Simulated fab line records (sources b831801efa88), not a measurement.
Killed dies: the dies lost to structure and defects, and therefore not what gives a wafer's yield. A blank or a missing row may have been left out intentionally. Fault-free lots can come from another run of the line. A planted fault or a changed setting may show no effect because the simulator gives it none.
Which tool was responsible? / flow sky130 / 30 wafers sampled from 10 lots at 1 step of a route of 708

WHAT THE GAUGES SHOWED, per wafer
SKY_POLY_CUT_OVL_MEAS_09. Usual: for POLY_CUT_OVL the level is 1 nm and the standard deviation is 6.2.
lot=L434; measured=day 25 07:24; on=overlay-01; POLY_CUT_OVL (nm)=6 4 3; flag=
lot=L440; measured=day 27 10:56; on=overlay-02; POLY_CUT_OVL (nm)=-7 -1 -4; flag=
lot=L442; measured=day 27 21:19; on=overlay-01; POLY_CUT_OVL (nm)=-5 0 -2; flag=
lot=L443; measured=day 28 07:43; on=overlay-02; POLY_CUT_OVL (nm)=9 10 7; flag=
lot=L444; measured=day 28 15:01; on=overlay-01; POLY_CUT_OVL (nm)=10 7 -2; flag=
lot=L447; measured=day 29 23:34; on=overlay-01; POLY_CUT_OVL (nm)=0 -3 -1; flag=
lot=L448; measured=day 30 04:29; on=overlay-02; POLY_CUT_OVL (nm)=-4 -3 -1; flag=
lot=L449; measured=day 30 10:22; on=overlay-01; POLY_CUT_OVL (nm)=-7 3 1; flag=
lot=L450; measured=day 30 12:31; on=overlay-01; POLY_CUT_OVL (nm)=-3 -5 -1; flag=
lot=L454; measured=day 32 09:12; on=overlay-01; POLY_CUT_OVL (nm)=-5 1 -2; flag=

WHAT TOOL EACH LOT RAN ON (gives the tool, then ch and the chambers of the sampled wafers, and finally the start)
The record shows no process step preceding these readings.

WHAT THE TOOLS THEMSELVES READ (means of the sampled wafers that have a number; where no wafer has one, the mark that the record gives instead)
The record holds no such reading with a usual standard deviation.

THE ANSWER, worked out from the rows above alone
Rule: a lot counts as off when the mean over its wafers that have a number is more than 3 standard deviations away from the usual mean. Also off: a lot with no number at a reading for which 4 or more lots have one. The other lots that the step has rows for count as sound. Order of review: gauges by route order, followed by the tools' own readings, for which a lot's mean as printed above is used. At the first step where some lot is off, the reading lying furthest off is the one used; lots without a number count as furthest.
Nothing can be told from this: no lot is off at any reading shown.

WHAT THE SIMULATOR PUT IN
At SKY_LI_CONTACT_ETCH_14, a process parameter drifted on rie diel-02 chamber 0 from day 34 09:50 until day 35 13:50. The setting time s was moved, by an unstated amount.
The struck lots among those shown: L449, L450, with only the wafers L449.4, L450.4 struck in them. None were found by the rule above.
